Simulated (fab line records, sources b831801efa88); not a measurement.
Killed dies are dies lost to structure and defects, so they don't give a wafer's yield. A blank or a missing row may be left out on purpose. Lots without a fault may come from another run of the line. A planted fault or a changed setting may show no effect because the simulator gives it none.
A struck lot beside a sound one | flow sky130 | 43 steps out of a route of 708
Sound: wafers L860.3, L860.4, L860.6. Struck: wafers L852.2, L852.4, L852.5. The cause comes at the end.
At each step with rows: each side's tool, then ch and its chambers, then its first start. Under that, the readings that differ: sound wafers | struck wafers | difference of the means | sigmas: that difference in standard deviations of wafers without a fault.
alike: readings whose means differ by less than 2 such deviations, and words and numbers that are the same on both sides. not compared: withheld readings, readings that some wafer has no value for, bounds like >300 that may hide the same value, and numbers for which the record gives no deviation and whose values overlap.
The two part at a step that has a row with sigmas, a row that says differs or no value, or rows on one side only. Numbers that don't overlap but have no deviation are shown without sigmas and don't part them. A reading that every wafer of one side lacks parts them only if that side has two wafers or more.

first, 3 steps without rows for these wafers: SKY_SONOS_TUNNEL_EXPOSE_04 (exposes mask TUNM, target cd 410 nm); SKY_SONOS_TUNNEL_PEB_05; SKY_SONOS_TUNNEL_DEVELOP_06 (develop time 60 s).
SKY_SONOS_TUNNEL_CD_MEAS_07: target cd 410 nm.
  sound on cd_sem-02, day 17 18:23; struck on cd_sem-02, day 14 20:22
  alike: cd_nm
SKY_SONOS_TUNNEL_OVL_MEAS_08:
  sound on overlay-01, day 17 18:29; struck on overlay-01, day 14 20:28
  alike: SONOS_TUNNEL_OVL
then, 3 steps without rows for these wafers: SKY_SONOS_TUNNEL_IMPLANT_09; SKY_SONOS_TUNNEL_WET_ETCH_10 (etches SiO2 in dHF, target depth 14 nm, time 280 s); SKY_SONOS_TUNNEL_STRIP_11 (strips in SPM, time 600 s).
SKY_SONOS_TUNNEL_TW_MEAS_12:
  sound on film_metro-04, day 17 18:56; struck on film_metro-04, day 14 20:56
  alike: SONOS_TUNNEL_TW
then, 2 steps without rows for these wafers: SKY_SONOS_TUNNEL_CLEAN_13 (cleans in dHF, time 20 s); SKY_SONOS_ONO_OXIDATION_00 (stabilise 600 s, purge 300 s, target thk 2.6 nm).
SKY_SONOS_ONO_THK_MEAS_01:
  sound on film_metro-03, day 17 20:56; struck on film_metro-02, day 15 05:58
  alike: SONOS_ONO_OXIDATION_THK
SKY_SONOS_ONO_CVD_02: deposits Si3N4 from DCS/NH3, target thk 10.5 nm, time 180 s.
  sound on lpcvd-02 ch 1, day 17 20:59; struck on lpcvd-02 ch 0, day 15 07:09
  alike: zone_power_bottom_pct
SKY_SONOS_ONO_THK_MEAS_03:
  sound on film_metro-02, day 17 22:03; struck on film_metro-03, day 15 08:13
  alike: SONOS_ONO_CVD_02_THK
then, 1 step without rows for these wafers: SKY_SONOS_ONO_CVD_04 (deposits SiO2 from SiH4/N2O, target thk 5.7199 nm).
SKY_SONOS_ONO_THK_MEAS_05:
  sound on film_metro-04, day 17 23:22; struck on film_metro-03, day 15 09:31
  alike: SONOS_ONO_CVD_04_THK
then, 7 steps without rows for these wafers: SKY_SONOS_ONO_DEHYDRATE_06 (time 60 s); SKY_SONOS_ONO_HMDS_07 (prime time 60 s); SKY_SONOS_ONO_COAT_08 (resist thk 1140 nm); SKY_SONOS_ONO_SOFTBAKE_09 (time 60 s); SKY_SONOS_ONO_EXPOSE_10 (exposes mask ONOM, target cd 410 nm); SKY_SONOS_ONO_PEB_11; SKY_SONOS_ONO_DEVELOP_12 (develop time 60 s).
SKY_SONOS_ONO_CD_MEAS_13: target cd 410 nm.
  sound on cd_sem-01, day 19 05:47; struck on cd_sem-02, day 16 11:52
  alike: cd_nm
SKY_SONOS_ONO_OVL_MEAS_14:
  sound on overlay-01, day 19 05:53; struck on overlay-02, day 16 11:58
  alike: SONOS_ONO_OVL
SKY_SONOS_ONO_ETCH_15: etches the open film in CHF3/O2, target depth 19.52 nm, time 7.8 s.
  sound on rie_diel-03 ch 0,1, day 19 05:54; struck on rie_diel-02 ch 1,3, day 16 11:59
  alike: drypump_motor_current_A, oes_product_au, throttle_valve_pct
  not compared: rf_hours_counter_h
then, 1 step without rows for these wafers: SKY_SONOS_ONO_WET_ETCH_16 (etches SiO2 in dHF, target depth 14 nm, time 280 s).
SKY_SONOS_ONO_STRIP_17: strips in O2/N2.
  sound on plasma_asher-01 ch 0,1, day 19 06:02; struck on plasma_asher-03 ch 0,1, day 16 12:06
  reading                      | sound             | struck            | difference | sigmas
  strip_time_to_endpoint_s (s) | 14.07 14.06 14.06 | 14.19 14.19 14.22 | +0.14      | +3
  alike: drypump_motor_current_A, n2_flow_sccm, oes_product_au
  not compared: rf_hours_counter_h
then, 3 steps without rows for these wafers: SKY_SONOS_ONO_WET_ETCH_18 (etches Si3N4 in H3PO4, target depth 15 nm, time 172 s); SKY_GATE_OXIDE_CLEAN_00 (cleans in SC1/SC2, time 150 s); SKY_GATE_OXIDE_OXIDATION_01 (stabilise 600 s, purge 300 s, target thk 10.268 nm).
SKY_GATE_OXIDE_THK_MEAS_02:
  sound on film_metro-03, day 19 07:38; struck on film_metro-01, day 16 15:37
  alike: GATE_OXIDE_OXIDATION_00_THK
then, 7 steps without rows for these wafers: SKY_GATE_OXIDE_DEHYDRATE_03 (time 60 s); SKY_GATE_OXIDE_HMDS_04 (prime time 60 s); SKY_GATE_OXIDE_COAT_05 (resist thk 1140 nm); SKY_GATE_OXIDE_SOFTBAKE_06 (time 60 s); SKY_GATE_OXIDE_EXPOSE_07 (exposes mask LVOM, target cd 600 nm); SKY_GATE_OXIDE_PEB_08; SKY_GATE_OXIDE_DEVELOP_09 (develop time 60 s).
SKY_GATE_OXIDE_OVL_MEAS_10:
  sound on overlay-02, day 20 13:51; struck on overlay-02, day 17 20:23
  alike: GATE_OXIDE_OVL
then, 2 steps without rows for these wafers: SKY_GATE_OXIDE_IMPLANT_11; SKY_GATE_OXIDE_WET_ETCH_12 (etches SiO2 in dHF, target depth 16.8 nm, time 336 s).
-- the record jumps here: 31 days lie between the struck wafers' starts before and after (it left off in module GATE_OXIDE and takes up again in module PAD_OPEN, whose first step shown is number 708 of the route) --
SKY_PAD_OPEN_PROBE_99:
  the record has rows for the struck wafers here (prober-02, day 48 16:16) and none for the sound ones

WHERE THEY PART
First at SKY_SONOS_ONO_STRIP_17; last, within this record, at SKY_PAD_OPEN_PROBE_99.

WHY: what the simulator had put in
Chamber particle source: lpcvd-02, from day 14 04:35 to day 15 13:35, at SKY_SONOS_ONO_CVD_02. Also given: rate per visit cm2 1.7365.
